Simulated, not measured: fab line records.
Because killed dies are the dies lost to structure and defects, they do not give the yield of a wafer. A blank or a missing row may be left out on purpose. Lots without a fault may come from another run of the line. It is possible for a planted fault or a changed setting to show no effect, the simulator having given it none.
Chamber matching | flow gf180mcu | 4 sister chambers for GF_V3_CMP_26 on cmp-01
The step polishes, stops on SiO2, t overpolish 15 s, target thk 0 nm. 8 wafers are shown with their chamber, then 7 later ones without.

WAFERS PAIRED WITH THEIR CHAMBERS
wafer  | chamber | motor-current-A (A) | time-to-endpoint-s (s)
L617.3 | 2       | 12.4                | 84
L618.5 | 1       | 13.1                | 83
L618.6 | 0       | 10.4                | 80
L623.1 | 0       | 10.3                | 79
L623.4 | 3       | 10.9                | 88
L623.5 | 2       | 11.9                | 88
L628.2 | 3       | 11.1                | 86
L628.4 | 1       | 12.0                | 84

WAFERS WHOSE CHAMBER IS MISSING
wafer  | motor-current-A (A) | time-to-endpoint-s (s)
L628.5 | 12.4                | 82
L629.1 | 11.8                | 84
L629.4 | 9.7                 | 80
L629.5 | 10.3                | 83
L634.2 | 11.9                | 81
L634.4 | 9.9                 | 82
L634.5 | 10.5                | 88

WHICH CHAMBER EACH ONE RAN IN
wafer  | from the rows above          | in truth
L628.5 | can't be placed: 1 or 2      | 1
L629.1 | can't be placed: 2 or 1 or 3 | 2
L629.4 | 0                            | 0
L629.5 | can't be placed: 0 or 3      | 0
L634.2 | can't be placed: 1 or 2 or 0 | 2
L634.4 | 0                            | 0
L634.5 | 3                            | 3
Placed correctly: 3 of 7. These rows do not allow placing 4 (true chamber among the candidates in 4). Number placed wrongly: 0.
How it was worked out, from the rows above alone: a wafer's distance from a chamber is the root of the sum, over the readings, of the square of ((its reading less the chamber's mean) divided by the reading's scatter). The wafer belongs to the nearest chamber; if the next one is less than 2 further off, it can't be placed. For every chamber, the mean is computed from those of its wafers that are shown. The scatter: take each reading less its chamber's mean, square it, sum over the shown wafers, divide by the number of wafers less the number of chambers, and take the root.
